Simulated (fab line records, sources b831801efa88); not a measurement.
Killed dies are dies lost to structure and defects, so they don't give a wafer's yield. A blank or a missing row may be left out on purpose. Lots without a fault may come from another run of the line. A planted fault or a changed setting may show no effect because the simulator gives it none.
fab line records | flow sky130
record lots=11 wafers=33 last_day=50
route steps=708 shown METAL1@451 METAL2@484 VIA3@594 METAL4@601
lots that met no fault: from a run of the same line without faults
start_h: hours from the record's first day to the start of the lot's first wafer shown | wait_h: hours since the lot's step before | " the same as in the row above | L1.1+2: a row that stands for several wafers | - no value, or no start given | * or withheld: withheld | < > ~ a bound
route shown NAME@n: a module of which the file shows steps, and the number in the route of the first | usual: mean/standard deviation of fault-free wafers | same: alike in all rows | chamber/n: place in a boat | sites: the reading at each site | _std_site: their standard deviation | _edge_site: outer sites' mean less inner sites' | radius_mm: how far each site lies from the wafer's centre | mask NAME#n: copy n | behind: the tool/chamber that last shaped the wafer | hold: why the lot was held/for how many hours/how that ended | device: the transistor (n, p or np) that didn't switch | end of line: the same wafers' tests at the end of the route | a step without rows: its recipe alone | killed: dies lost to structure and defects at the first sort, not the wafer's yield | map: a wafer's dies, x killed, . not, _ none there
set.NAME: the setting as run; set.NAME@STEP: as run at that earlier step | model.NAME: the simulator's own value behind a step, which no gauge read
steps of the route over a sample of lots; a table a step, a row a wafer
services: from which hour (start_h, from the record's first day; less than 0 if before it) a tool's chamber was out of use, for how many hours, and why
## steps
# step SKY_METAL1_DESCUM_17
# recipe chemistry=O2 source_power_w=150 bias_power_w=0 pressure_mtorr=10 temp_c=40 time_s=8
# usual drypump_motor_current_A=6.0/0.37 oes_product_au=1.002/0.0099
# columns lot.wafer tool chamber start_h wait_h drypump_motor_current_A oes_product_au rf_hours_counter_h
L233.3 rie_metal-01 1 782.09 0.0 6.2 0.997 -
L233.5 " 1 " " 6.2 1.004 -
L233.6 " 0 " " 6.2 1.014 -
L234.1 rie_metal-01 1 796.33 0.0 6.2 1.000 6
L234.4 " 1 " " 6.2 1.005 -
L234.5 " 1 " " 6.2 0.991 -
L236.2 rie_metal-01 0 806.79 0.0 6.2 1.013 11
L236.4 " 0 " " 6.2 1.017 -
L236.6 " 1 " " 6.2 0.999 -
L238.4 rie_metal-04 0 822.37 0.0 5.8 0.995 -
L238.5 " 0 " " 5.8 1.011 -
L238.6 " 0 " " 5.8 1.003 -
L240.2 rie_metal-02 1 833.60 0.0 6.6 0.988 15
L240.3 " 1 " " 6.5 0.988 -
L240.5 " 0 " " 5.8 0.987 -
L241.2 rie_metal-04 0 842.15 0.0 5.8 1.009 -
L241.4 " 0 " " 5.8 0.995 -
L241.6 " 0 " " 5.8 1.001 -
L244.2 rie_metal-02 1 862.24 0.0 6.6 0.987 16
L244.3 " 0 " " 5.8 0.999 -
L244.5 " 0 " " 5.8 1.002 -
L245.1 rie_metal-04 1 874.73 0.0 5.4 1.019 2
L245.3 " 1 " " 5.3 1.010 -
L245.4 " 1 " " 5.4 1.006 -
L246.2 rie_metal-01 1 881.19 0.0 6.2 1.004 9
L246.3 " 0 " " 6.2 1.019 -
L246.4 " 1 " " 6.2 1.003 -
L253.1 rie_metal-02 0 928.93 0.0 5.8 1.005 3
L253.2 " 0 " " 5.8 0.997 -
L253.4 " 0 " " 5.8 0.991 -
L254.1 rie_metal-02 0 944.18 0.0 5.8 0.998 5
L254.4 " 0 " " 5.8 1.009 -
L254.6 " 0 " " 5.8 1.006 -
# step SKY_METAL2_SPUTTER_01
# recipe material=TiN target_thk_nm=20 power_w=6500 time_s=16.7 chamber_pressure_pa=0.4
# usual throttle_valve_pct=29.7/1.2
# columns lot.wafer tool chamber start_h wait_h throttle_valve_pct
L233.3 pvd_sputter-04 - 811.46 0.0 27.5
L233.5 " - " " 30.4
L233.6 " - " " 31.1
L234.1 pvd_sputter-03 - 825.11 0.0 30.8
L234.4 " - " " 29.1
L234.5 " - " " 29.2
L236.2 pvd_sputter-04 - 835.90 0.0 27.4
L236.4 " - " " 30.6
L236.6 " - " " 27.4
L238.4 pvd_sputter-03 - 851.17 0.0 29.0
L238.5 " - " " 31.6
L238.6 " - " " 28.9
L240.2 pvd_sputter-03 - 862.84 0.0 30.5
L240.3 " - " " 31.3
L240.5 " - " " 30.9
L241.2 pvd_sputter-02 - 871.17 0.0 29.4
L241.4 " - " " 27.9
L241.6 " - " " 28.9
L244.2 pvd_sputter-02 - 889.97 0.0 28.1
L244.3 " - " " 28.9
L244.5 " - " " 29.8
L245.1 pvd_sputter-02 - 905.32 0.0 29.6
L245.3 " - " " 27.7
L245.4 " - " " 29.4
L246.2 pvd_sputter-02 - 908.87 0.0 29.8
L246.3 " - " " 29.2
L246.4 " - " " 28.2
L253.1 pvd_sputter-03 - 956.23 0.0 30.8
L253.2 " - " " 30.7
L253.4 " - " " 29.1
L254.1 pvd_sputter-03 - 971.60 0.0 30.5
L254.4 " - " " 29.1
L254.6 " - " " 30.7
# step SKY_VIA3_CVD_21
# recipe material=W target_thk_nm=390 time_s=117.31 temp_c=400 pressure_torr=40
# usual chamber_pressure_Torr=40.01/0.086 heater_power_w=790/73
# columns lot.wafer tool chamber start_h wait_h chamber_pressure_Torr heater_power_w since_wet_clean_h
L233.3 cvd_w-02 0 946.71 0.1 40.07 701 -
L233.5 " 1 " " 40.02 872 -
L233.6 " 0 " " 40.06 690 -
L234.1 cvd_w-02 0 957.52 0.0 39.96 699 40
L234.4 " 1 " " 40.05 888 -
L234.5 " 0 " " 39.80 687 -
L236.2 cvd_w-01 0 968.28 0.0 40.08 766 564
L236.4 " 1 " " 40.12 811 -
L236.6 " 0 " " 40.01 784 -
L238.4 cvd_w-01 0 982.77 0.1 40.09 775 -
L238.5 " 1 " " 40.00 828 -
L238.6 " 0 " " 40.19 757 -
L240.2 cvd_w-01 1 992.44 0.0 40.00 835 588
L240.3 " 0 " " 39.98 785 -
L240.5 " 1 " " 40.01 820 -
L241.2 cvd_w-01 0 1000.74 0.0 40.04 752 597
L241.4 " 0 " " 40.05 779 -
L241.6 " 1 " " 40.17 807 -
L244.2 cvd_w-01 0 1017.33 0.0 40.06 755 613
L244.3 " 0 " " 39.91 780 -
L244.5 " 0 " " 39.86 779 -
L245.1 cvd_w-02 1 1030.90 0.0 40.04 876 113
L245.3 " 1 " " 40.04 906 -
L245.4 " 0 " " 40.12 685 -
L246.2 cvd_w-01 1 1034.59 0.0 39.92 805 631
L246.3 " 0 " " 40.01 771 -
L246.4 " 1 " " 40.13 793 -
L253.1 cvd_w-02 0 1077.29 0.0 34.05 686 159
L253.2 " 1 " " 33.98 889 159
L253.4 " 0 " " 34.14 701 -
L254.1 cvd_w-02 0 1089.83 0.0 33.96 691 172
L254.4 " 0 " " 33.97 699 -
L254.6 " 1 " " 34.19 902 -
# step SKY_VIA3_RS_MEAS_22
# recipe thk_meas_gauge=four-point-probe reads=W_of_VIA3_CVD_21+TiN_of_VIA3_SPUTTER_20
# usual VIA3_W_RS=0.294/0.0051
# columns lot.wafer tool chamber start_h wait_h VIA3_W_RS[ohm/sq]
L233.3 film_metro-01 - 946.84 0.1 0.299
L233.5 " - " " 0.286
L233.6 " - " " 0.301
L234.1 film_metro-01 - 957.64 0.1 0.296
L234.4 " - " " 0.287
L234.5 " - " " 0.304
L236.2 film_metro-02 - 968.42 0.1 0.289
L236.4 " - " " 0.292
L236.6 " - " " 0.287
L238.4 film_metro-01 - 982.91 0.1 0.292
L238.5 " - " " 0.294
L238.6 " - " " 0.294
L240.2 film_metro-01 - 992.58 0.1 0.292
L240.3 " - " " 0.290
L240.5 " - " " 0.292
L241.2 film_metro-04 - 1000.89 0.1 0.286
L241.4 " - " " 0.288
L241.6 " - " " 0.293
L244.2 film_metro-04 - 1017.47 0.1 0.289
L244.3 " - " " 0.290
L244.5 " - " " 0.290
L245.1 film_metro-01 - 1031.02 0.1 0.291
L245.3 " - " " 0.289
L245.4 " - " " 0.303
L246.2 film_metro-04 - 1034.73 0.1 0.290
L246.3 " - " " 0.287
L246.4 " - " " 0.292
L253.1 film_metro-04 - 1077.41 0.1 0.330
L253.2 " - " " 0.311
L253.4 " - " " 0.330
L254.1 film_metro-04 - 1089.95 0.1 0.324
L254.4 " - " " 0.327
L254.6 " - " " 0.314
# step SKY_VIA3_THK_MEAS_23
# recipe thk_meas_gauge=xrf reads=W_of_VIA3_CVD_21
# usual VIA3_W_THK=398/7.7
# columns lot.wafer tool chamber start_h wait_h VIA3_W_THK[nm]
L233.3 film_metro-01 - 946.94 0.1 393
L233.5 " - " " 411
L233.6 " - " " 391
L234.1 film_metro-01 - 957.76 0.1 396
L234.4 " - " " 407
L234.5 " - " " 388
L236.2 film_metro-02 - 968.53 0.1 406
L236.4 " - " " 399
L236.6 " - " " 406
L238.4 film_metro-01 - 983.00 0.1 400
L238.5 " - " " 399
L238.6 " - " " 399
L240.2 film_metro-01 - 992.69 0.1 403
L240.3 " - " " 404
L240.5 " - " " 399
L241.2 film_metro-04 - 1001.00 0.1 408
L241.4 " - " " 406
L241.6 " - " " 397
L244.2 film_metro-04 - 1017.58 0.1 401
L244.3 " - " " 400
L244.5 " - " " 400
L245.1 film_metro-01 - 1031.14 0.1 399
L245.3 " - " " 403
L245.4 " - " " 385
L246.2 film_metro-04 - 1034.84 0.1 404
L246.3 " - " " 410
L246.4 " - " " 401
L253.1 film_metro-04 - 1077.53 0.1 352
L253.2 " - " " 371
L253.4 " - " " 350
L254.1 film_metro-04 - 1090.07 0.1 361
L254.4 " - " " 357
L254.6 " - " " 374
# step SKY_METAL4_SPUTTER_03
# recipe material=Ti target_thk_nm=5 power_w=3000 time_s=3.3 chamber_pressure_pa=0.4
# usual throttle_valve_pct=29.4/1.1
# columns lot.wafer tool chamber start_h wait_h throttle_valve_pct
L233.3 pvd_sputter-03 - 947.36 0.0 29.4
L233.5 " - " " 30.6
L233.6 " - " " 30.7
L234.1 pvd_sputter-01 - 958.21 0.0 29.6
L234.4 " - " " 28.5
L234.5 " - " " 29.0
L236.2 pvd_sputter-02 - 968.99 0.0 28.8
L236.4 " - " " 29.8
L236.6 " - " " 28.0
L238.4 pvd_sputter-01 - 983.42 0.0 28.4
L238.5 " - " " 28.7
L238.6 " - " " 29.4
L240.2 pvd_sputter-03 - 993.12 0.0 31.5
L240.3 " - " " 29.3
L240.5 " - " " 29.2
L241.2 pvd_sputter-02 - 1001.43 0.0 29.5
L241.4 " - " " 27.7
L241.6 " - " " 29.3
L244.2 pvd_sputter-01 - 1018.02 0.0 28.5
L244.3 " - " " 27.7
L244.5 " - " " 29.3
L245.1 pvd_sputter-02 - 1031.59 0.0 29.3
L245.3 " - " " 29.7
L245.4 " - " " 27.8
L246.2 pvd_sputter-03 - 1035.28 0.0 28.9
L246.3 " - " " 31.5
L246.4 " - " " 31.0
L253.1 pvd_sputter-02 - 1078.01 0.0 28.2
L253.2 " - " " 29.4
L253.4 " - " " 28.8
L254.1 pvd_sputter-03 - 1090.52 0.0 31.0
L254.4 " - " " 30.7
L254.6 " - " " 29.0
## services
# columns tool chamber start_h hours kind
rie_metal-04 1 776.72 88.2 repair
pvd_sputter-01 - 778.26 2.4 repair
rie_metal-02 - 785.29 1.4 pm
rie_metal-02 - 788.63 0.6 repair
pvd_sputter-02 - 792.97 1.8 repair
cvd_w-02 - 851.63 0.8 repair
cvd_w-01 - 854.92 3.8 pm
cvd_w-01 - 865.33 14.6 pm
rie_metal-01 - 887.20 0.6 repair
rie_metal-01 0 899.65 6.2 repair
cvd_w-02 - 904.00 14.0 pm
rie_metal-04 - 904.11 0.2 repair
cvd_w-01 - 925.99 6.0 pm
rie_metal-04 - 928.18 2.5 repair
pvd_sputter-01 - 964.88 5.1 repair
pvd_sputter-01 - 975.40 0.6 repair
rie_metal-04 - 980.25 7.6 repair
pvd_sputter-01 - 992.24 2.5 repair
cvd_w-02 - 1013.48 1.1 repair
pvd_sputter-01 - 1015.50 1.3 repair
rie_metal-02 - 1019.13 0.2 repair
rie_metal-01 0 1049.96 76.4 repair
cvd_w-02 - 1058.60 2.8 pm
rie_metal-04 - 1059.47 2.4 repair
## key
first_sign step=SKY_VIA3_CVD_21 reading=chamber_pressure_Torr direction=down sigmas=70 usual=40.01 struck=34.05
effect step=SKY_VIA3_RS_MEAS_22 reading=VIA3_W_RS direction=up sigmas=5.7 usual=0.294 struck=0.323
effect step=SKY_VIA3_THK_MEAS_23 reading=VIA3_W_THK direction=down sigmas=4.8 usual=398 struck=361
met_at SKY_VIA3_CVD_21
struck_lots L253,L254
not_acting_at SKY_METAL1_DESCUM_17,SKY_METAL2_SPUTTER_01,SKY_METAL4_SPUTTER_03
onset_between 1030.90 1077.29
fault kind=process_parameter_drift tool=cvd_w-02 chamber=- onset_h=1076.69 steps=SKY_VIA3_CVD_21 channel=pressure_torr offset=-5.9394 shape=step end_h=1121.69 acts_in=these_recipes_only stated=40
